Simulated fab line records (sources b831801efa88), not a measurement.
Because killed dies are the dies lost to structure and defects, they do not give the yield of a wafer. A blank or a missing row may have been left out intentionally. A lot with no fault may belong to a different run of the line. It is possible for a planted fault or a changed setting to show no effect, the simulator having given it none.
fab line records	flow sky130	part 2 of 2: steps 30 to 30 of 30
record lots=7	wafers=21	last-day=50
route steps=708 shown SONOS_ONO@176 GATE_OXIDE@187 POLY_GATE@204 PAD_OPEN@708
lots that met no fault: taken from a fault-free run of the same line
start-h: hours from the record's opening day to when the first of the lot's shown wafers began	wait-h: time in hours since the lot's previous step	" same as the row above	L1.1+2: several wafers, shown together as one row	- no value present, or no start provided	* or withheld: withheld	< > ~ a bound
route shown NAME@n: a module of which the file shows steps, and the number in the route of the first	usual: mean/standard deviation taken from wafers without a fault	same: alike in all rows	chamber/n: place in a boat	sites: each site's reading	_std_site: how widely they spread, as a standard deviation	_edge_site: the outer-site mean with the inner-site mean subtracted	radius-mm: for every site, how far away it sits from the centre of the wafer	mask NAME#n: copy n	behind: tool/chamber where the wafer was last shaped	hold: why the lot went on hold/how many hours it stayed there/how the hold came to an end	device: names the non-switching transistor (n, p or np)	end of line: at the end of the route, the tests of the same wafers	a step given without rows: its recipe and nothing more	killed: not the wafer's yield, but the dies lost to structure and defects at the first sort	map: shows each die of a wafer: x if killed, . if not, _ if none is there
set.NAME: the setting the step ran with; set.NAME@STEP: the setting that earlier step ran with	model.NAME: the simulator's own value behind a step, which no gauge read
lots at selected steps of the route; one table per step, one row per wafer
services: from which hour (start-h, from the record's first day; less than 0 if before it) a tool's chamber was out of use, for how many hours, and why
## steps
# step SKY_PAD_OPEN_PROBE_99
lot.wafer	tool	chamber	start-h	wait-h	model.etest.nfet_16v.r-on-ohm-um	model.etest.pfet-g5v0d10v5.r-on-ohm-um	model.etest.tip-sonos.rs-ohm-sq	model.etest.nfet-g5v0d10v5.r-on-ohm-um	model.etest.nfet-g5v0d10v5.drive-ua-um	model.etest.nfet_05v0_nvt.drive-ua-um	model.etest.pfet-g5v0d10v5.drive-ua-um	model.etest.nfet_16v.drive-ua-um
L281.1	prober-01	-	1107.98	0.1	1.428e+04	4751	2689	1896	600.5	572.5	340.9	220.4
L281.3	prober-01	-	1108.08	0.2	1.43e+04	4680	2686	1871	602.4	567.2	342	219.1
L281.4	prober-01	-	1108.13	0.2	1.407e+04	4696	2734	1872	600.5	569.4	347.5	220.1
L283.1	prober-01	-	1111.97	0.1	1.408e+04	4766	2696	1870	611.6	582.7	340.6	223
L283.4	prober-01	-	1112.12	0.2	1.406e+04	4706	2703	1832	620.2	591	345.5	223.4
L283.5	prober-01	-	1112.17	0.2	1.413e+04	4690	2776	1836	611.1	579.2	346.9	224.4
L292.1	prober-01	-	1176.17	0.1	1.346e+04	4365	2342	1753	689.3	647.6	384.2	250.8
L292.4	prober-01	-	1176.32	0.2	1.331e+04	4299	2321	1745	698.4	652.8	389.8	252.8
L292.5	prober-01	-	1176.37	0.2	1.36e+04	4359	2364	1758	685.3	647.5	386.4	249.8
L290.2	prober-02	-	1177.71	0.1	1.289e+04	4352	2271	1739	713	671.8	387.4	266.5
L290.4	prober-02	-	1177.81	0.2	1.297e+04	4347	2294	1720	699.2	661.9	387.4	260.6
L290.5	prober-02	-	1177.86	0.2	1.279e+04	4354	2286	1725	712.7	673.1	386.3	267.1
L291.5	prober-01	-	1178.57	0.2	1.305e+04	4304	2304	1685	718	670.2	397.9	263.7
L291.6	prober-01	-	1178.62	0.2	1.302e+04	4274	2310	1697	726.3	677.4	394.8	265.4
L299.1	prober-01	-	1200.93	0.1	1.374e+04	4673	2630	1829	629.8	593.9	350.4	231.6
L299.2	prober-01	-	1200.98	0.1	1.374e+04	4781	2684	1860	612.9	587	342.6	229.6
L299.3	prober-01	-	1201.03	0.2	1.361e+04	4714	2635	1858	620.4	589.5	343.7	231.7
L300.2	prober-02	-	1203.78	0.1	1.42e+04	4618	2580	1849	611.1	581.8	353.2	223.2
L300.3	prober-02	-	1203.83	0.2	1.423e+04	4606	2547	1843	610.8	582.3	354.5	222.9
L300.4	prober-02	-	1203.88	0.2	1.422e+04	4673	2593	1855	618.8	584.6	349.1	222.7
# killed by level:class
L281.1 VIA1:geometric-particle:open=14 CONTACT:geometric-particle:open=13 LI_CONTACT:geometric-particle:open=8 VIA2:geometric-particle:open=8 METAL1:geometric-particle:short=7 VIA1:geometric-particle:short=5 METAL1:geometric-particle:open=5 POLY_GATE:geometric-particle:open=4
L281.3 CONTACT:geometric-particle:open=9 VIA1:geometric-particle:open=8 CONTACT:geometric-particle:short=7 VIA1:geometric-particle:short=7 LOCAL_INTERCONNECT:geometric-particle:short=6 FIELD_ISO:geometric-particle:short=4 VIA3:geometric-particle:short=4 VIA3:geometric-particle:open=4
L281.4 METAL1:geometric-particle:short=9 VIA1:geometric-particle:open=9 CONTACT:geometric-particle:open=7 VIA2:geometric-particle:open=6 LI_CONTACT:geometric-particle:open=5 VIA3:geometric-particle:open=5 LOCAL_INTERCONNECT:geometric-particle:short=4 CONTACT:geometric-particle:short=4
L283.1 VIA1:geometric-particle:open=14 CONTACT:geometric-particle:open=11 LOCAL_INTERCONNECT:geometric-particle:short=8 METAL1:geometric-particle:short=7 LI_CONTACT:geometric-particle:open=6 METAL2:geometric-particle:short=6 VIA2:geometric-particle:open=5 FIELD_ISO:geometric-particle:open=4
L283.4 METAL1:geometric-particle:short=10 CONTACT:geometric-particle:open=10 VIA1:geometric-particle:open=10 LI_CONTACT:geometric-particle:open=6 VIA2:geometric-particle:open=6 CONTACT:geometric-particle:short=6 VIA1:geometric-particle:short=6 VIA3:geometric-particle:open=6
L283.5 CONTACT:geometric-particle:open=8 METAL2:geometric-particle:short=7 VIA2:geometric-particle:open=7 LI_CONTACT:geometric-particle:open=6 FIELD_ISO:geometric-particle:short=5 METAL1:geometric-particle:short=5 POLY_GATE:geometric-particle:open=5 VIA1:geometric-particle:short=5
L292.1 CONTACT:geometric-particle:open=10 FIELD_ISO:geometric-particle:open=8 METAL1:geometric-particle:short=8 VIA1:geometric-particle:open=8 CONTACT:geometric-particle:short=5 LI_CONTACT:geometric-particle:open=5 METAL2:geometric-particle:short=5 METAL3:geometric-particle:short=5
L292.4 VIA2:geometric-particle:open=9 VIA1:geometric-particle:open=7 CONTACT:geometric-particle:open=6 VIA3:geometric-particle:open=6 POLY_GATE:geometric-particle:short=5 METAL2:geometric-particle:short=5 METAL1:geometric-particle:short=5 VIA1:geometric-particle:short=5
L292.5 VIA1:geometric-particle:open=14 VIA3:geometric-particle:open=8 CONTACT:geometric-particle:open=6 VIA2:geometric-particle:short=6 POLY_GATE:geometric-particle:short=5 LI_CONTACT:geometric-particle:open=5 CONTACT:geometric-particle:short=5 VIA1:geometric-particle:short=5
L290.2 VIA1:geometric-particle:open=11 CONTACT:geometric-particle:open=10 VIA1:geometric-particle:short=8 VIA2:geometric-particle:open=8 METAL2:geometric-particle:short=7 VIA3:geometric-particle:open=7 LI_CONTACT:geometric-particle:open=5 CONTACT:geometric-particle:short=4
L290.4 CONTACT:geometric-particle:open=12 METAL1:geometric-particle:short=6 VIA2:geometric-particle:open=5 LI_CONTACT:geometric-particle:open=5 CONTACT:geometric-particle:short=5 VIA3:geometric-particle:open=5 FIELD_ISO:geometric-particle:open=4 POLY_GATE:geometric-particle:open=4
L290.5 CONTACT:geometric-particle:open=14 VIA3:geometric-particle:open=10 VIA1:geometric-particle:open=9 CONTACT:geometric-particle:short=6 LI_CONTACT:geometric-particle:open=5 VIA1:geometric-particle:short=5 FIELD_ISO:geometric-particle:open=4 POLY_GATE:geometric-particle:open=4
L299.1 CONTACT:geometric-particle:open=14 VIA2:geometric-particle:open=7 LI_CONTACT:geometric-particle:open=5 METAL4:geometric-particle:short=5 VIA1:geometric-particle:short=5 CONTACT:geometric-particle:short=4 FIELD_ISO:geometric-particle:open=3 METAL1:geometric-particle:short=3
L299.2 VIA1:geometric-particle:open=10 VIA2:geometric-particle:open=7 CONTACT:geometric-particle:open=6 METAL1:geometric-particle:short=6 VIA3:geometric-particle:open=5 METAL2:geometric-particle:short=5 FIELD_ISO:geometric-particle:open=4 FIELD_ISO:geometric-particle:short=3
L299.3 CONTACT:geometric-particle:open=11 METAL2:geometric-particle:short=11 VIA1:geometric-particle:open=7 CONTACT:geometric-particle:short=4 METAL3:geometric-particle:short=4 VIA2:geometric-particle:open=4 VIA3:geometric-particle:open=4 FIELD_ISO:geometric-particle:open=3
L300.2 VIA1:geometric-particle:open=12 CONTACT:geometric-particle:open=8 VIA2:geometric-particle:short=6 VIA3:geometric-particle:open=5 LI_CONTACT:geometric-particle:open=5 CONTACT:geometric-particle:short=5 VIA1:geometric-particle:short=5 VIA2:geometric-particle:open=5
L300.3 LI_CONTACT:geometric-particle:open=11 METAL1:geometric-particle:short=10 POLY_GATE:geometric-particle:short=8 VIA2:geometric-particle:open=8 VIA1:geometric-particle:open=7 CONTACT:geometric-particle:open=6 METAL2:geometric-particle:short=5 VIA2:geometric-particle:short=4
L300.4 METAL1:geometric-particle:short=10 VIA1:geometric-particle:open=10 LI_CONTACT:geometric-particle:open=9 CONTACT:geometric-particle:open=8 FIELD_ISO:geometric-particle:open=5 METAL3:geometric-particle:short=5 POLY_GATE:geometric-particle:open=5 CONTACT:geometric-particle:short=4
## services
tool	chamber	start-h	hours	kind
furnace-01	-	312.81	2.8	pm
rie-diel-01	-	339.86	2.5	repair
rie-diel-01	0	354.23	13.8	repair
plasma-asher-04	-	357.79	2.8	pm
plasma-asher-03	-	360.61	0.7	repair
rie-diel-02	0	365.53	4.5	repair
plasma-asher-02	-	400.01	0.5	repair
rie-diel-04	2	403.14	5.7	repair
plasma-asher-02	-	407.01	7.8	repair
plasma-asher-02	-	415.18	1.6	repair
plasma-asher-02	-	421.25	9.0	pm
furnace-02	-	434.05	3.5	pm
rie-diel-01	3	443.56	5.4	repair
plasma-asher-02	-	444.50	2.8	pm
rie-diel-01	2	444.97	6.0	repair
plasma-asher-02	-	447.96	14.6	pm
rie-diel-02	-	449.51	1.1	repair
rie-diel-04	2	457.73	14.1	repair
rie-diel-04	0	468.29	5.0	repair
rie-diel-04	0	477.08	2.4	repair
furnace-01	-	480.56	3.5	pm
rie-diel-02	3	483.96	4.6	repair
furnace-01	-	484.05	13.1	pm
rie-diel-04	-	486.76	0.9	repair
## key
first-sign step=SKY_GATE_OXIDE_OXIDATION_01	reading=tube-center-temp-C	direction=down	sigmas=99+	usual=*	struck=*
effect step=SKY_GATE_OXIDE_OXIDATION_01	reading=tube_center_temp_C_max	direction=down	sigmas=54	usual=*	struck=*
effect step=SKY_GATE_OXIDE_THK_MEAS_02	reading=GATE_OXIDE_OXIDATION_00_THK	direction=down	sigmas=9.7	usual=10.38	struck=8.41
model-effect step=SKY_GATE_OXIDE_OXIDATION_01	value=SiO2_of_GATE_OXIDE_OXIDATION_01.thk-nm	without=10.5	struck=8.417
model-effect step=SKY_GATE_OXIDE_OXIDATION_16	value=SiO2_of_GATE_OXIDE_OXIDATION_01.thk-nm	without=11.88	struck=9.958
model-effect step=SKY_PAD_OPEN_PROBE_99	value=etest.nfet_16v.r-on-ohm-um	without=1.425e+04	struck=1.314e+04
met-at SKY_GATE_OXIDE_OXIDATION_01
struck-wafers L290.2,L290.4,L290.5,L291.3,L291.5,L291.6,L292.1,L292.4,L292.5
sort-left-out L291.3,L291.5,L291.6
tester-left-out L290,L291,L292
onset-between 323.74 394.07
fault kind=process-parameter-drift	tool=furnace-01	chamber=-	onset-h=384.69	steps=SKY_GATE_OXIDE_OXIDATION_01	channel=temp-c	offset=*	shape=step	end-h=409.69	acts-in=*	stated=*
# tester-left-out: of these lots the tester's yield and bins aren't shown, on N5 and GAA mostly nor the transistor test; their killed dies are dies lost to structure and defects alone, not to doping, threshold or leakage, so they don't give the yield
# sort-left-out: the simulated sort isn't trusted on such a fault, so these wafers' sort isn't shown, and their yield isn't known
